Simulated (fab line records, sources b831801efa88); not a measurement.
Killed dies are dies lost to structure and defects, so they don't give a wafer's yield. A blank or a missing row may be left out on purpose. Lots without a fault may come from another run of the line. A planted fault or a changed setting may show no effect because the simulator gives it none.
A struck lot beside a sound one | flow sfq_line | 41 steps out of a route of 325
Sound: wafers L932.3, L932.5, L932.6. Struck: wafers L935.1, L935.2, L935.6. The cause comes at the end.
At each step with rows: each side's tool, then ch and its chambers, then its first start. Under that, the readings that differ: sound wafers | struck wafers | difference of the means | sigmas: that difference in standard deviations of wafers without a fault.
alike: readings whose means differ by less than 2 such deviations, and words and numbers that are the same on both sides. not compared: withheld readings, readings that some wafer has no value for, bounds like >300 that may hide the same value, and numbers for which the record gives no deviation and whose values overlap.
The two part at a step that has a row with sigmas, a row that says differs or no value, or rows on one side only. Numbers that don't overlap but have no deviation are shown without sigmas and don't part them. A reading that every wafer of one side lacks parts them only if that side has two wafers or more.

first, 6 steps without rows for these wafers: SFQ_TRILAYER_M7_LITHO_COAT_182 (resist thk 62 nm); SFQ_TRILAYER_M7_LITHO_COAT_177 (resist thk 600 nm); SFQ_TRILAYER_M7_LITHO_SOFTBAKE_181; SFQ_TRILAYER_M7_LITHO_EXPOSE_178 (exposes mask M7, target cd 500 nm); SFQ_TRILAYER_M7_LITHO_PEB_180 (peb time 60 s); SFQ_TRILAYER_M7_LITHO_DEVELOP_179 (time 60 s).
SFQ_M7_OVL_MEAS_945:
  sound on overlay-01, day 77 13:53; struck on overlay-01, day 80 14:33
  alike: M7_OVL
SFQ_TRILAYER_M7_BARC_OPEN_METAL_ETCH_229: etches BARC in O2, target depth 125 nm, time 41.7 s.
  sound on rie_metal-01 ch 0,1, day 77 13:56; struck on rie_metal-04 ch 0,1, day 80 14:35
  alike: drypump_motor_current_A, oes_product_au
  not compared: rf_hours_counter_h
SFQ_TRILAYER_M7_ETCH_METAL_ETCH_180: etches Nb in Cl2/Ar, stops on SiO2, target depth 240 nm, time 120 s.
  sound on rie_metal-01 ch 0,1, day 77 14:01; struck on rie_metal-04 ch 0,1, day 80 14:39
  alike: drypump_motor_current_A, oes_product_au
  not compared: rf_hours_counter_h
SFQ_TRILAYER_M7_STRIP_STRIP_181: strips in O2.
  sound on rie_metal-01 ch 0,1, day 77 14:18; struck on rie_metal-04 ch 0,1, day 80 14:47
  alike: drypump_motor_current_A, oes_product_au
  not compared: rf_hours_counter_h
then, 1 step without rows for these wafers: SFQ_TRILAYER_M7_STRIP_SOLV_CLEAN_182 (cleans in NMP, time 600 s).
SFQ_TRILAYER_I7_DEP_PECVD_183: deposits SiO2 from SiH4/N2O, time 111.11 s, target thk 500 nm.
  sound on pecvd-02 ch 0,2, day 77 14:53; struck on pecvd-04 ch 0,1, day 80 15:33
  reading                | sound          | struck         | difference | sigmas
  throttle_valve_pct (%) | 26.3 27.2 25.9 | 24.3 23.2 23.2 | -2.9       | -3
  alike: heater_power_w, showerhead_vpp_V
SFQ_TRILAYER_I7_CMP_CMP_184: polishes SiO2.
  sound on cmp-01 ch 0,1,3, day 77 16:28; struck on cmp-01 ch 0,1, day 80 16:10
  no value came back on the struck wafers for edge_zone_pressure_frac, head_pressure_psi (psi), motor_current_A (A), time_to_endpoint_s (s); on the sound wafers edge_zone_pressure_frac reads 0.999 0.989 0.993
  reading                                             | sound             | struck            | difference | sigmas
  model.SiO2_of_TRILAYER_I7_DEP_PECVD_183.thk_nm (nm) | 202.5 200.1 202.9 | 504.2 499.3 500.1 | +299.4     |
SFQ_I7_BOW_MEAS_946:
  sound on film_metro-02, day 77 18:01; struck on film_metro-02, day 80 18:40
  alike: I7_BOW
SFQ_TRILAYER_I7_METRO_MEASURE_185:
  sound on film_metro-02, day 77 18:29; struck on film_metro-02, day 80 18:47
  reading     | sound             | struck            | difference | sigmas
  thk_nm (nm) | 202.5 200.0 203.0 | 504.3 499.3 500.1 | +299.4     | +99 or more
then, 6 steps without rows for these wafers: SFQ_TRILAYER_I7_VIA_LITHO_COAT_192 (resist thk 62 nm); SFQ_TRILAYER_I7_VIA_LITHO_COAT_187 (resist thk 650 nm); SFQ_TRILAYER_I7_VIA_LITHO_SOFTBAKE_191; SFQ_TRILAYER_I7_VIA_LITHO_EXPOSE_188 (exposes mask I7, target cd 1000 nm); SFQ_TRILAYER_I7_VIA_LITHO_PEB_190 (peb time 60 s); SFQ_TRILAYER_I7_VIA_LITHO_DEVELOP_189 (time 60 s).
-- the record jumps here: 4 days lie between the struck wafers' starts before and after --
SFQ_I7_OVL_MEAS_947:
  sound on overlay-01, day 81 09:53; struck on overlay-02, day 84 10:19
  alike: I7_OVL
SFQ_TRILAYER_I7_VIA_BARC_OPEN_VIA_ETCH_260: etches BARC in O2, target depth 125 nm, time 41.7 s.
  sound on rie_diel-01 ch 1,2, day 81 09:54; struck on rie_diel-04 ch 0,3, day 84 10:21
  alike: drypump_motor_current_A, oes_product_au
  not compared: rf_hours_counter_h
SFQ_TRILAYER_I7_VIA_ETCH_VIA_ETCH_190: etches SiO2 in CHF3, stops on Nb, target depth 260 nm.
  sound on rie_diel-01 ch 1,2, day 81 09:56; struck on rie_diel-04 ch 0,3, day 84 10:23
  reading                        | sound             | struck            | difference | sigmas
  oes_product_au (a.u.)          | 0.861 0.863 0.865 | 1.616 1.621 1.630 | +0.759     | +99 or more
  model.I7.feature_depth_nm (nm) | 202.5 200.1 202.9 | 260.6 258.9 262.4 | +58.8      |
  model.etch.depth_nm (nm)       | 202.5 200.1 202.9 | 260.6 258.9 262.4 | +58.8      |
  alike: drypump_motor_current_A
then, 9 steps without rows for these wafers: SFQ_TRILAYER_I7_VIA_STRIP_STRIP_191 (strips in O2); SFQ_TRILAYER_I7_VIA_STRIP_SOLV_CLEAN_192 (cleans in NMP, time 600 s); SFQ_TRILAYER_M8_LITHO_LOR_COAT_197; SFQ_TRILAYER_M8_LITHO_LOR_BAKE_198; SFQ_TRILAYER_M8_LITHO_COAT_193 (resist thk 600 nm); SFQ_TRILAYER_M8_LITHO_SOFTBAKE_199; SFQ_TRILAYER_M8_LITHO_EXPOSE_194 (exposes mask M8, target cd 2000 nm); SFQ_TRILAYER_M8_LITHO_PEB_196 (peb time 60 s); SFQ_TRILAYER_M8_LITHO_DEVELOP_195 (img clear 15 s, time 55 s).
SFQ_M8_OVL_MEAS_948:
  sound on overlay-02, day 81 14:15; struck on overlay-02, day 84 21:06
  alike: M8_OVL
then, 3 steps without rows for these wafers: SFQ_TRILAYER_M8_DEP_EVAP_197 (material Ti, target thk 20 nm, time 100 s); SFQ_TRILAYER_M8_DEP_EVAP_198 (material Pt, target thk 50 nm, time 250 s); SFQ_TRILAYER_M8_DEP_EVAP_196 (material Au, target thk 180 nm, time 900 s).
SFQ_M8_RS_MEAS_949: measures by four-point-probe.
  sound on film_metro-01, day 81 15:04; struck on film_metro-04, day 84 21:53
  alike: M8_AU_RS
SFQ_M8_THK_MEAS_950: measures by xrf.
  sound on film_metro-01, day 81 15:10; struck on film_metro-04, day 84 22:00
  alike: M8_AU_THK
then, 1 step without rows for these wafers: SFQ_TRILAYER_M8_LIFTOFF_LIFTOFF_197 (chemistry NMP, time 600 s).
SFQ_M8_BOW_MEAS_951:
  sound on film_metro-03, day 81 15:25; struck on film_metro-03, day 84 22:14
  reading                 | sound             | struck            | difference | sigmas
  model.etest.i7.link_ohm | 1.028 1.041 1.039 | 1e+06 1e+06 1e+06 | +1e+06     |
  alike: M8_BOW

WHERE THEY PART
First at SFQ_TRILAYER_I7_DEP_PECVD_183; last, within this record, at SFQ_TRILAYER_I7_VIA_ETCH_VIA_ETCH_190. Later steps at which nothing parts them and some readings are alike: SFQ_M8_OVL_MEAS_948, SFQ_M8_RS_MEAS_949, SFQ_M8_THK_MEAS_950, SFQ_M8_BOW_MEAS_951.

WHY: what the simulator had put in
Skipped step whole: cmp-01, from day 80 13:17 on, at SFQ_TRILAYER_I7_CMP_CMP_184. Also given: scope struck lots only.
